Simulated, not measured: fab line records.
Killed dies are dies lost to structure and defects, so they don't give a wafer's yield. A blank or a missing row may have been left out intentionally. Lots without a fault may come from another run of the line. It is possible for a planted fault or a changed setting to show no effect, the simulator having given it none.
Which tool is to blame?    flow sfq line    42 wafers sampled from 14 lots at 1 step of a route of 325

== WHAT THE GAUGES SHOWED, per wafer ==
No reading from a measuring or inspecting step in the record can be judged against a usual standard deviation.

== WHAT TOOL EACH LOT RAN ON (gives the tool, then ch and the chambers of the sampled wafers, and finally the start) ==
lot   SFQ_TRILAYER_M6_LITHO_PEB_162
L403  litho track-04 ch 0, day 67 14:40
L404  litho track-03 ch 0, day 70 11:13
L405  litho track-02 ch 0, day 70 15:58
L406  litho track-02 ch 0, day 73 15:48
L407  litho track-03 ch 0, day 73 17:03
L408  litho track-03 ch 0, day 80 01:58
L410  litho track-04 ch 0, day 80 06:48
L411  litho track-04 ch 0, day 80 16:22
L412  litho track-02 ch 0, day 81 05:24
L413  litho track-03 ch 0, day 81 06:39
L414  litho track-04 ch 0, day 81 10:13
L415  litho track-04 ch 0, day 81 13:48
L421  litho track-04 ch 0, day 82 11:12
L424  litho track-03 ch 0, day 83 14:57
- SFQ_TRILAYER_M6_LITHO_PEB_162: peb time 60 s.

== AS READ BY THE TOOLS THEMSELVES (means over the sampled wafers that have a number; for cases with no such wafer, the mark the record gives instead) ==
SFQ_TRILAYER_M6_LITHO_PEB_162. Usual: heater power total W 79.15 W, standard deviation 0.059.
lot   tool            heater power total W (W)  flag
L403  litho track-04  79.14                     
L404  litho track-03  79.11                     
L405  litho track-02  79.15                     
L406  litho track-02  79.18                     
L407  litho track-03  79.09                     
L408  litho track-03  79.16                     
L410  litho track-04  79.10                     
L411  litho track-04  79.15                     
L412  litho track-02  79.14                     
L413  litho track-03  79.15                     
L414  litho track-04  79.13                     
L415  litho track-04  80.37                     OFF
L421  litho track-04  81.56                     OFF
L424  litho track-03  79.10                     

== THE ANSWER, worked out from the rows above alone ==
Rule: lot off if the mean of its wafers having a number is beyond 3 standard deviations from the usual mean. Also off: a lot with no number at a reading for which 4 or more lots have one. Where the step has rows for the other lots, those lots are counted as sound. Order of review: gauges by route order, followed by the tools' own readings, for which a lot's mean as printed above is used. The first step at which some lot is off is used, and at that step the reading that is off furthest; a lot without a number counts as furthest.
Off: L415, L421, at SFQ_TRILAYER_M6_LITHO_PEB_162 (heater power total W).
A tool fits if, at that step or a process step before it, it ran every lot that is off, and no sound lot after the first of them. One fits: SFQ_TRILAYER_M6_LITHO_PEB_162 on litho track-04. Its last sound lot is L414 (day 81 10:13), its first lot that is off L415 (day 81 13:48): a fault that began between those two fits.
The tool's own readings at SFQ_TRILAYER_M6_LITHO_PEB_162 bear it out: on the lots that are off they differ by more than 5 times the standard deviation of the sound lots' means. heater power total W reads 80.97 W there against 79.13 W on the sound lots.

== WHAT HAD BEEN PUT IN BY THE SIMULATOR ==
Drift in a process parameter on litho track-04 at SFQ_TRILAYER_M6_LITHO_PEB_162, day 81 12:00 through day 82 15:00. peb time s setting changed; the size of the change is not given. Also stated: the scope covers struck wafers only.
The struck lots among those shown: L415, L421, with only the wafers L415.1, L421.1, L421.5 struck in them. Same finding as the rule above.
